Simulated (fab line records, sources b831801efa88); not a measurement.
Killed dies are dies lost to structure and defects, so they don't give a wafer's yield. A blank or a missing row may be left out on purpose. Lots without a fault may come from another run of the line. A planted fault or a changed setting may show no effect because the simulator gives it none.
fab line records | flow sky130 | part 2 of 2: steps 30 to 42 of 42
record lots=5 wafers=15 last_day=49
route steps=708 shown LDD_LDN@298 SPACER@304 POLY_CUT@307 SD_P@320 RES_XHIGH@332
lots that met no fault: from a run of the same line without faults
start_h: hours from the record's first day to the start of the lot's first wafer shown | wait_h: hours since the lot's step before | " the same as in the row above | L1.1+2: a row that stands for several wafers | - no value, or no start given | * or withheld: withheld | < > ~ a bound
route shown NAME@n: a module of which the file shows steps, and the number in the route of the first | usual: mean/standard deviation of fault-free wafers | same: alike in all rows | chamber/n: place in a boat | sites: the reading at each site | _std_site: their standard deviation | _edge_site: outer sites' mean less inner sites' | radius_mm: how far each site lies from the wafer's centre | mask NAME#n: copy n | behind: the tool/chamber that last shaped the wafer | hold: why the lot was held/for how many hours/how that ended | device: the transistor (n, p or np) that didn't switch | end of line: the same wafers' tests at the end of the route | a step without rows: its recipe alone | killed: dies lost to structure and defects at the first sort, not the wafer's yield | map: a wafer's dies, x killed, . not, _ none there
set.NAME: the setting as run; set.NAME@STEP: as run at that earlier step | model.NAME: the simulator's own value behind a step, which no gauge read
lots at some steps of the route; a table a step, a row a wafer
services: from which hour (start_h, from the record's first day; less than 0 if before it) a tool's chamber was out of use, for how many hours, and why
## steps
# step SKY_SD_P_CD_MEAS_07
# recipe target_cd_nm=380
# usual cd_nm=380.3/2.5
# columns lot.wafer tool chamber start_h wait_h cd_nm
L078.1 cd_sem-02 - 616.82 0.1 382.5
L078.2 " - " " 386.1
L078.3 " - " " 385.3
L079.3 cd_sem-02 - 628.81 0.1 378.3
L079.4 " - " " 381.2
L079.5 " - " " 379.8
L084.3 cd_sem-02 - 682.66 0.1 381.4
L084.5 " - " " 380.6
L084.6 " - " " 379.9
L087.1 cd_sem-02 - 694.12 0.1 383.2
L087.2 " - " " 383.7
L087.3 " - " " 382.1
L093.2 cd_sem-02 - 738.89 0.1 383.6
L093.3 " - " " 381.6
L093.6 " - " " 383.6
# step SKY_SD_P_OVL_MEAS_08
# usual SD_P_OVL=0.0/1.4
# columns lot.wafer tool chamber start_h wait_h SD_P_OVL[nm]
L078.1 overlay-01 - 616.94 0.1 2.9
L078.2 " - " " 1.4
L078.3 " - " " -0.1
L079.3 overlay-01 - 628.90 0.1 4.0
L079.4 " - " " 0.1
L079.5 " - " " 2.1
L084.3 overlay-02 - 682.75 0.1 -0.8
L084.5 " - " " -0.4
L084.6 " - " " -1.4
L087.1 overlay-02 - 694.24 0.1 2.0
L087.2 " - " " -0.1
L087.3 " - " " 2.2
L093.2 overlay-02 - 739.00 0.1 -1.4
L093.3 " - " " 0.1
L093.6 " - " " -1.9
# step SKY_SD_P_IMPLANT_09
# recipe species=BF2 energy_kev=20 dose_cm2=3e+15 tilt_deg=0
# usual beam_on_s=13.7/1.7
# same implant_ion_amu=49
# columns lot.wafer tool chamber start_h wait_h beam_on_s
L078.1 implanter-03 0 616.98 0.0 11.6
L078.2 " 0 " " 11.2
L078.3 " 0 " " 10.8
L079.3 implanter-03 0 628.98 0.1 10.9
L079.4 " 0 " " 11.3
L079.5 " 0 " " 10.9
L084.3 implanter-03 0 682.83 0.1 11.4
L084.5 " 0 " " 11.6
L084.6 " 0 " " 11.1
L087.1 implanter-04 0 694.28 0.0 15.3
L087.2 " 0 " " 15.0
L087.3 " 0 " " 14.7
L093.2 implanter-04 0 739.05 0.0 15.4
L093.3 " 0 " " 15.4
L093.6 " 0 " " 14.6
# step SKY_SD_P_STRIP_10
# recipe chemistry=O2/N2 power_w=1400 pressure_mtorr=1500 platen_temp_c=withheld o2_flow_sccm=3000 n2_flow_sccm=300 overash_fraction=0.5
# usual drypump_motor_current_A=5.6/0.55 oes_product_au=0.617/0.0045 strip_time_to_endpoint_s=17.50/0.052
# columns lot.wafer tool chamber start_h wait_h drypump_motor_current_A oes_product_au rf_hours_counter_h strip_time_to_endpoint_s
L078.1 plasma_asher-04 1 617.13 0.1 5.2 0.620 81 17.45
L078.2 " 0 " " 6.8 0.618 81 17.42
L078.3 " 1 " " 5.3 0.612 - 17.43
L079.3 plasma_asher-01 0 629.11 0.1 5.2 0.620 - 17.55
L079.4 " 1 " " 5.5 0.613 - 17.52
L079.5 " 1 " " 5.5 0.618 - 17.57
L084.3 plasma_asher-01 1 682.96 0.1 5.5 0.618 - 17.43
L084.5 " 0 " " 5.2 0.611 - 17.44
L084.6 " 1 " " 5.4 0.625 - 17.47
L087.1 plasma_asher-01 1 694.43 0.1 5.5 0.614 23 17.54
L087.2 " 0 " " 5.2 0.621 23 17.49
L087.3 " 1 " " 5.5 0.616 - 17.53
L093.2 plasma_asher-01 0 739.18 0.1 5.2 0.621 28 17.46
L093.3 " 1 " " 5.5 0.611 - 17.41
L093.6 " 0 " " 5.2 0.618 - 17.46
# step SKY_SD_P_TW_MEAS_11
# usual SD_P_TW=2788/14
# columns lot.wafer tool chamber start_h wait_h SD_P_TW
L078.1 film_metro-04 - 617.23 0.1 2765
L078.2 " - " " 2778
L078.3 " - " " 2766
L079.3 film_metro-03 - 629.20 0.1 2813
L079.4 " - " " 2806
L079.5 " - " " 2814
L084.3 film_metro-03 - 683.05 0.1 2796
L084.5 " - " " 2811
L084.6 " - " " 2788
L087.1 film_metro-03 - 694.53 0.1 2794
L087.2 " - " " 2808
L087.3 " - " " 2803
L093.2 film_metro-01 - 739.29 0.1 2802
L093.3 " - " " 2800
L093.6 " - " " 2800
# step SKY_RES_XHIGH_DEHYDRATE_00
# recipe temp_c=200 time_s=60
# same time_s=60
# columns lot.wafer tool chamber start_h wait_h
L078.1+2+3 litho_track-03 0 629.37 12.1
L079.3+4+5 litho_track-04 0 641.98 12.8
L084.3+5+6 litho_track-03 0 696.42 13.4
L087.1+2+3 litho_track-01 0 707.62 13.1
L093.2+3+6 litho_track-01 0 752.20 12.9
# step SKY_RES_XHIGH_HMDS_01
# recipe prime_time_s=60 prime_temp_c=120
# columns lot.wafer tool chamber start_h wait_h
L078.1+2+3 litho_track-03 0 629.52 0.1
L079.3+4+5 litho_track-04 0 642.13 0.1
L084.3+5+6 litho_track-03 0 696.57 0.1
L087.1+2+3 litho_track-01 0 707.77 0.1
L093.2+3+6 litho_track-01 0 752.35 0.1
# step SKY_RES_XHIGH_COAT_02
# recipe resist=NOVOLAK spin_rpm=3000 resist_thk_nm=1140
# columns lot.wafer tool chamber start_h wait_h
L078.1+2+3 litho_track-03 0 629.67 0.1
L079.3+4+5 litho_track-04 0 642.28 0.1
L084.3+5+6 litho_track-03 0 696.72 0.1
L087.1+2+3 litho_track-01 0 707.92 0.1
L093.2+3+6 litho_track-01 0 752.50 0.1
# step SKY_RES_XHIGH_SOFTBAKE_03
# recipe temp_c=90 time_s=60 resist=NOVOLAK
# same time_s=60
# columns lot.wafer tool chamber start_h wait_h
L078.1+2+3 litho_track-03 0 629.82 0.1
L079.3+4+5 litho_track-04 0 642.43 0.1
L084.3+5+6 litho_track-03 0 696.87 0.1
L087.1+2+3 litho_track-01 0 708.07 0.1
L093.2+3+6 litho_track-01 0 752.65 0.1
# step SKY_RES_XHIGH_EXPOSE_04
# recipe mask_id=URPM na=0.6 source_shape=conventional sigma_outer=0.6 polarization=unpolarized target_cd_nm=1270 dose_mj=140
# columns lot.wafer tool chamber start_h wait_h mask
L078.1+2+3 iline_stepper-02 0 - - URPM#0
L079.3+4+5 iline_stepper-02 0 - - URPM#0
L084.3+5+6 iline_stepper-02 0 - - URPM#0
L087.1+2+3 iline_stepper-01 0 - - URPM#0
L093.2+3+6 iline_stepper-01 0 - - URPM#0
# step SKY_RES_XHIGH_PEB_05
# recipe temp_c=withheld time_s=* resist=NOVOLAK
# same time_s=*
# columns lot.wafer tool chamber start_h wait_h
L078.1+2+3 litho_track-01 0 - -
L079.3+4+5 litho_track-03 0 - -
L084.3+5+6 litho_track-01 0 - -
L087.1+2+3 litho_track-04 0 - -
L093.2+3+6 litho_track-01 0 - -
# step SKY_RES_XHIGH_DEVELOP_06
# recipe resist=NOVOLAK developer=TMAH develop_time_s=60 dev_temp_c=23
# columns lot.wafer tool chamber start_h wait_h
L078.1+2+3 litho_track-01 0 643.62 0.1
L079.3+4+5 litho_track-03 0 655.72 0.1
L084.3+5+6 litho_track-01 0 710.52 0.1
L087.1+2+3 litho_track-04 0 720.88 0.1
L093.2+3+6 litho_track-01 0 766.40 0.1
# step SKY_RES_XHIGH_IMPLANT_07
# recipe species=BF2 energy_kev=20 dose_cm2=3.6e+14 tilt_deg=0
# usual beam_on_s=41.6/1.2
# same implant_ion_amu=49
# columns lot.wafer tool chamber start_h wait_h beam_on_s
L078.1 implanter-04 0 643.77 0.1 42.1
L078.2 " 0 " " 42.7
L078.3 " 0 " " 40.8
L079.3 implanter-02 0 655.87 0.1 39.9
L079.4 " 0 " " 40.7
L079.5 " 0 " " 41.8
L084.3 implanter-02 0 710.67 0.1 40.9
L084.5 " 0 " " 42.0
L084.6 " 0 " " 41.7
L087.1 implanter-01 0 721.03 0.1 40.1
L087.2 " 0 " " 40.9
L087.3 " 0 " " 41.3
L093.2 implanter-02 0 766.55 0.1 43.5
L093.3 " 0 " " 41.7
L093.6 " 0 " " 43.2
## services
# columns tool chamber start_h hours kind
krf_scanner-01 - 536.41 1.3 pm
implanter-02 - 537.17 5.1 repair
rie_diel-02 - 556.21 0.4 repair
implanter-03 - 566.98 8.6 pm
implanter-03 - 577.95 3.3 pm
implanter-01 - 590.90 3.7 repair
iline_stepper-02 - 602.25 8.4 repair
plasma_asher-04 - 603.06 2.8 pm
rie_diel-03 - 616.60 0.4 repair
implanter-03 - 635.12 1.1 repair
rie_diel-02 - 635.15 2.8 repair
implanter-03 - 638.51 3.8 pm
iline_stepper-02 - 639.56 1.7 pm
iline_stepper-02 - 644.31 8.6 repair
implanter-01 - 646.65 4.6 repair
implanter-03 - 646.82 6.4 repair
wet_bench-02 - 647.49 1.6 repair
plasma_asher-01 - 649.55 16.9 repair
plasma_asher-01 - 666.47 14.6 pm
rie_diel-03 1 700.21 14.7 repair
rie_diel-03 - 706.53 2.8 pm
rie_diel-02 0 743.89 6.9 repair
rie_diel-02 1 749.22 2.2 repair
plasma_asher-01 - 751.06 3.0 repair
